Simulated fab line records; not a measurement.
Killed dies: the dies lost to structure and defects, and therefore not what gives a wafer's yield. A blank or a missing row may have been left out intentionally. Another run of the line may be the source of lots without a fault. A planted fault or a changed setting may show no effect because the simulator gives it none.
Problem report in the 8D (eight disciplines) form, filled by code :: flow sfq_line :: the parts of the form that need people (team, actions taken, sign-off) are left out

1. PROBLEM STATEMENT
JJ_NB_RS at SFQ_JJ_RS_MEAS_929 reads a mean of 0.876 ohm/sq on 1 wafer of 1 lot; wafers without a fault read 1.045 ohm/sq with a standard deviation of 0.011. That puts it -15 standard deviations away from the usual mean.
The step: measures by four-point-probe.
Earliest sighting: wafer L130.2 on film_metro-01 at day 58 09:21. Wafers with a number at this step in the record: 39, from 13 lots. Rule for "out", or "out of limits": more than 4 standard deviations from the usual mean. The rest of the wafers with a number are treated as sound.

2. WHAT THIS IS AND IS NOT
question: which readings at this step
is: JJ_NB_RS
is not: -

question: which lots
is: L130
is not: L107, L109, L110, L111, L113, L115, L116, L117, L118, L119, L120, L127

question: which wafers of those lots
is: L130.2
is not: L130.4, L130.5

question: read on which gauges
is: film_metro-01
is not: film_metro-02, film_metro-04

question: when
is: from day 58 09:21
is not: up to then (38 sound wafers)

3. SUSPECTS, AND WHAT RULES EACH OUT
Counting: if a tool at a process step up to the reading ran every lot that is out, it stays a suspect. Sound lots after the first of them don't rule it out here, since some wafers of a struck lot are sound.
- the gauge at SFQ_JJ_RS_MEAS_929 is ruled out. All the wafers that are out were read on film_metro-01, but those of them that SFQ_TRILAYER_JJ_TRILAYER_DEP_SPUTTER_112 has rows for are out there too, on other tools.
- pvd_sputter-06 at SFQ_TRILAYER_JJ_TRILAYER_DEP_SPUTTER_112 (material Nb, target thk 170 nm, time 113.3 s): kept. It processed L130, the lot that is out, at day 58 09:15, and its most recent sound lot before then was L115 at day 52 18:09. Its own cathode_dc_power_W readings are out on those wafers.
After counting, what remains is pvd_sputter-06 at SFQ_TRILAYER_JJ_TRILAYER_DEP_SPUTTER_112.

4. THE CAUSE (what the simulator had put in)
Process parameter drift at SFQ_TRILAYER_JJ_TRILAYER_DEP_SPUTTER_112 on pvd_sputter-06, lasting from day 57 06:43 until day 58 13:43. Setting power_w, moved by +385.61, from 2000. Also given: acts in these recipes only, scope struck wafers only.
Only this tool survived the counting.

5. THE CHAIN OF EFFECTS, in route order
One row per reading whose mean, taken over the struck wafers that have a number, lies over 3 standard deviations from the usual. Only readings for which the record gives a usual standard deviation are gone through. hours: the time from each lot's start at the first step in this table that gives one to its start at this step, as a median over the lots. sigmas: the change in usual standard deviations.
hours: 0
step: SFQ_TRILAYER_JJ_TRILAYER_DEP_SPUTTER_112
reading: cathode_dc_power_W
usual: 2000.0 W
on struck wafers: 2385.0
change: +385.0
sigmas: +99 or more

hours: 0
step: SFQ_JJ_RS_MEAS_929
reading: JJ_NB_RS
usual: 1.045 ohm/sq
on struck wafers: 0.876
change: -0.169
sigmas: -15
The process steps in it:
- SFQ_TRILAYER_JJ_TRILAYER_DEP_SPUTTER_112: material Nb, target thk 170 nm, time 113.3 s.

6. WHAT WOULD HAVE CAUGHT IT SOONER
27 hours passed between the start of the fault at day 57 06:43 and the first reading out of limits at a measuring or inspecting step in this record, taken at day 58 09:21.
The tool's own readings at SFQ_TRILAYER_JJ_TRILAYER_DEP_SPUTTER_112 were out on every struck wafer that the step has a row for (cathode_dc_power_W): an alarm limit on them would have fired on the first of those.
The start of SFQ_TRILAYER_JJ_TRILAYER_DEP_SPUTTER_112 on pvd_sputter-06 came by day 58 09:21 for every one of the lots that are out (1). Holding the tool at that point would not have protected any of them.
